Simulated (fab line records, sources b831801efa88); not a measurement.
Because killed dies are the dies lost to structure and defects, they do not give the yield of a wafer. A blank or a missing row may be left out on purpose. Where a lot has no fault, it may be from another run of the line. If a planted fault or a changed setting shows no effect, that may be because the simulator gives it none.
Struck lot and sound lot, side by side    flow sky130    44 out of 708 route steps
Sound: the wafers L349.1, L349.2, L349.4. Struck: wafer L362.4. (L362.3, L362.6 of the same lot were not struck and are left out.) The cause comes at the end.
At each step with rows: each side's tool, then ch and its chambers, then its first start. Under that, the readings that differ: sound wafers    struck wafers    difference of the means    sigmas: that difference in standard deviations of wafers without a fault.
alike: readings with means less than 2 such deviations apart, plus words and numbers identical on both sides. not compared: withheld readings, readings lacking a value on some wafer, bounds such as >300 that could conceal the same value, and numbers that have no deviation in the record and whose values overlap.
The two part at a step that has a row with sigmas, a row that says differs or no value, or rows on one side only. Numbers that don't overlap but have no deviation are shown without sigmas and don't part them. Lack of a reading on every wafer of one side parts them only where that side has two or more wafers.

first, 1 step without rows for these wafers: SKY_VIA2_SPUTTER_20 (material TiN, target thk 20 nm, time 80 s).
SKY_VIA2_CVD_21: deposits W, target thk 420 nm, time 126.4 s.
  sound on cvd w-02 ch 0,1, day 36 19:20; struck on cvd w-02 ch 0, day 41 04:44
  alike: heater power w
  not compared: since wet clean h
SKY_VIA2_RS_MEAS_22: measures by four-point-probe.
  sound on film metro-03, day 36 19:28; struck on film metro-03, day 41 04:52
  alike: VIA2_W_RS
SKY_VIA2_THK_MEAS_23: measures by xrf.
  sound on film metro-03, day 36 19:35; struck on film metro-03, day 41 04:58
  alike: VIA2_W_THK
then, 6 steps without rows for these wafers: SKY_VIA2_CMP_24 (polishes, stops on SiO2, t overpolish 20 s, target thk 0 nm); SKY_METAL3_SPUTTER_00 (material Ti, target thk 15 nm, time 10 s); SKY_METAL3_SPUTTER_01 (material TiN, target thk 20 nm, time 16.7 s); SKY_METAL3_SPUTTER_02 (material AlCu, target thk 735 nm, time 39.1 s); SKY_METAL3_SPUTTER_03 (material Ti, target thk 5 nm, time 3.3 s); SKY_METAL3_SPUTTER_04 (material TiN, target thk 70 nm, time 58.3 s).
SKY_CAPM_CVD_00: deposits SiO2, target thk 15.5 nm.
  sound on pecvd-01 ch 0,1,2, day 36 20:06; struck on pecvd-04 ch 0, day 41 05:28
  alike: heater power w, rf fwd power W
SKY_CAPM_THK_MEAS_01:
  sound on film metro-01, day 36 20:07; struck on film metro-02, day 41 05:30
  alike: CAPM_CVD_00_THK
SKY_CAPM_SPUTTER_02: material TiN, target thk 200 nm, time 166.7 s.
  sound on pvd sputter-01, day 36 20:11; struck on pvd sputter-01, day 41 05:32
reading                                   sound              struck  difference  sigmas
model.TiN_of_CAPM_SPUTTER_02.thk nm (nm)  199.2 198.3 199.8  160.6   -38.5       
  alike: throttle valve pct
SKY_CAPM_RS_MEAS_03: measures by four-point-probe.
  sound on film metro-02, day 36 20:18; struck on film metro-03, day 41 05:41
reading               sound           struck  difference  sigmas
CAPM_TIN_RS (ohm/sq)  6.94 6.97 6.91  8.66    +1.72       +18
SKY_CAPM_THK_MEAS_04: measures by xrf.
  sound on film metro-02, day 36 20:25; struck on film metro-03, day 41 05:47
reading            sound              struck  difference  sigmas
CAPM_TIN_THK (nm)  201.1 200.0 202.1  161.1   -40.0       -14
then, 7 steps without rows for these wafers: SKY_CAPM_DEHYDRATE_05 (time 60 s); SKY_CAPM_HMDS_06 (prime time 60 s); SKY_CAPM_COAT_07 (resist thk 1140 nm); SKY_CAPM_SOFTBAKE_08 (time 60 s); SKY_CAPM_EXPOSE_09 (exposes mask CAPM, target cd 1000 nm); SKY_CAPM_PEB_10; SKY_CAPM_DEVELOP_11 (develop time 60 s).
SKY_CAPM_OVL_MEAS_12:
  sound on overlay-01, day 37 22:10; struck on overlay-02, day 42 04:41
  alike: CAPM_OVL
SKY_CAPM_METAL_ETCH_13: etches TiN in Cl2/BCl3, stops on SiO2, target depth 220 nm, time 62.9 s.
  sound on rie metal-02 ch 0,1, day 37 22:12; struck on rie metal-02 ch 1, day 42 04:44
reading                 sound                 struck  difference  sigmas
oes product au (a.u.)   0.938 0.937 0.947     0.833   -0.108      -12
throttle valve pct (%)  21.898 21.893 21.890  21.990  +0.096      +9
  alike: drypump motor current A, he backside leak sccm, rf fwd power W
  not compared: rf hours counter h
SKY_CAPM_STRIP_14: strips in O2/N2.
  sound on plasma asher-01 ch 0,1, day 37 22:17; struck on plasma asher-04 ch 0, day 42 04:49
  alike: drypump motor current A, oes product au, strip time to endpoint s
  not compared: rf hours counter h
then, 11 steps without rows for these wafers: SKY_CAPM_STRIP_15 (strips in post etch residue remover, time 1200 s); SKY_CAPM_CLEAN_16 (cleans in IPA, time 180 s); SKY_CAPM_CLEAN_17 (cleans in O3/DIW); SKY_METAL3_DEHYDRATE_05 (time 60 s); SKY_METAL3_HMDS_06 (prime time 60 s); SKY_METAL3_COAT_07 (resist thk 60 nm); SKY_METAL3_COAT_08 (resist thk 1140 nm); SKY_METAL3_SOFTBAKE_09 (time 90 s); SKY_METAL3_EXPOSE_10 (exposes mask MM3, target cd 300 nm); SKY_METAL3_PEB_11; SKY_METAL3_DEVELOP_12 (develop time 60 s).
SKY_METAL3_CD_MEAS_13: target cd 300 nm.
  sound on cd sem-02, day 39 00:52; struck on cd sem-02, day 43 04:32
  alike: cd nm
SKY_METAL3_OVL_MEAS_14:
  sound on overlay-02, day 39 00:59; struck on overlay-01, day 43 04:37
  alike: METAL3_OVL
SKY_METAL3_DESCUM_15: chemistry O2, time 8 s.
  sound on rie metal-01 ch 0,1, day 39 01:02; struck on rie metal-04 ch 1, day 43 04:39
  alike: drypump motor current A, he backside leak sccm, oes product au, rf fwd power W
  not compared: rf hours counter h
SKY_METAL3_ETCH_16: etches BARC in N2/H2, stops on SiO2, time 88.2 s, target depth 60 nm.
  sound on rie metal-01 ch 0,1, day 39 01:04; struck on rie metal-04 ch 1, day 43 04:43
  alike: drypump motor current A, he backside leak sccm, oes product au, rf fwd power W, throttle valve pct
  not compared: rf hours counter h
then, 2 steps without rows for these wafers: SKY_METAL3_ETCH_17 (etches SiO2 in C4F8/O2/Ar, stops on TiN, time 3.9 s, target depth 15 nm); SKY_METAL3_METAL_ETCH_18 (etches the open film in Cl2/BCl3, stops on SiO2, target depth 845 nm, time 183.1 s).
SKY_METAL3_STRIP_20: strips in post etch residue remover, time 1200 s.
  sound on wet bench-01 ch 3, day 39 01:27; struck on wet bench-01 ch 3, day 43 05:17
reading                                   sound            struck  difference  sigmas
model.TiN_of_CAPM_SPUTTER_02.thk nm (nm)  198.4 197.5 199  159.8   -38.5       
-- the record jumps here: 6 days lie between the struck wafers' starts before and after (it left off in module METAL3 and takes up again in module PAD_OPEN, whose first step shown is number 708 of the route) --
SKY_PAD_OPEN_PROBE_99:
  sound on prober-01, day 46 05:44; struck on prober-02, day 49 13:05
reading                               sound                struck  difference  sigmas
defect limited yield (%)              83.7 84.6 87.4       80.9    -4.3        -2
killed dies                           80 76 62             94      +21         +2
sort_bin_6_memory (%)                 3.9 5.1 5.7          8.9     +4.0        +3
sort n pass                           412 416 430          398     -21         -2
sort yield pct (%)                    83.7 84.6 87.4       80.9    -4.3        -2
model.etest.cap mim.plate ohm sq      6.068 6.054 5.962    7.558   +1.530      
model.etest.cap mim.bv v (V)          13.58 13.81 14.12    12.83   -1.01       
model.etest.cap mim.leak log10 a cm2  -8.981 -8.996 -9.06  -8.439  +0.573      
  alike: killed_at_M0_to_M3, killed_at_M4_up, killed at contacts, killed at front end, killed at other, killed open, killed short, sort_bin_3_pad_short, sort_bin_5_function

## WHERE THEY PART
Earliest at SKY_CAPM_RS_MEAS_03; latest, in this record, at SKY_PAD_OPEN_PROBE_99.

WHY: the cause the simulator had injected
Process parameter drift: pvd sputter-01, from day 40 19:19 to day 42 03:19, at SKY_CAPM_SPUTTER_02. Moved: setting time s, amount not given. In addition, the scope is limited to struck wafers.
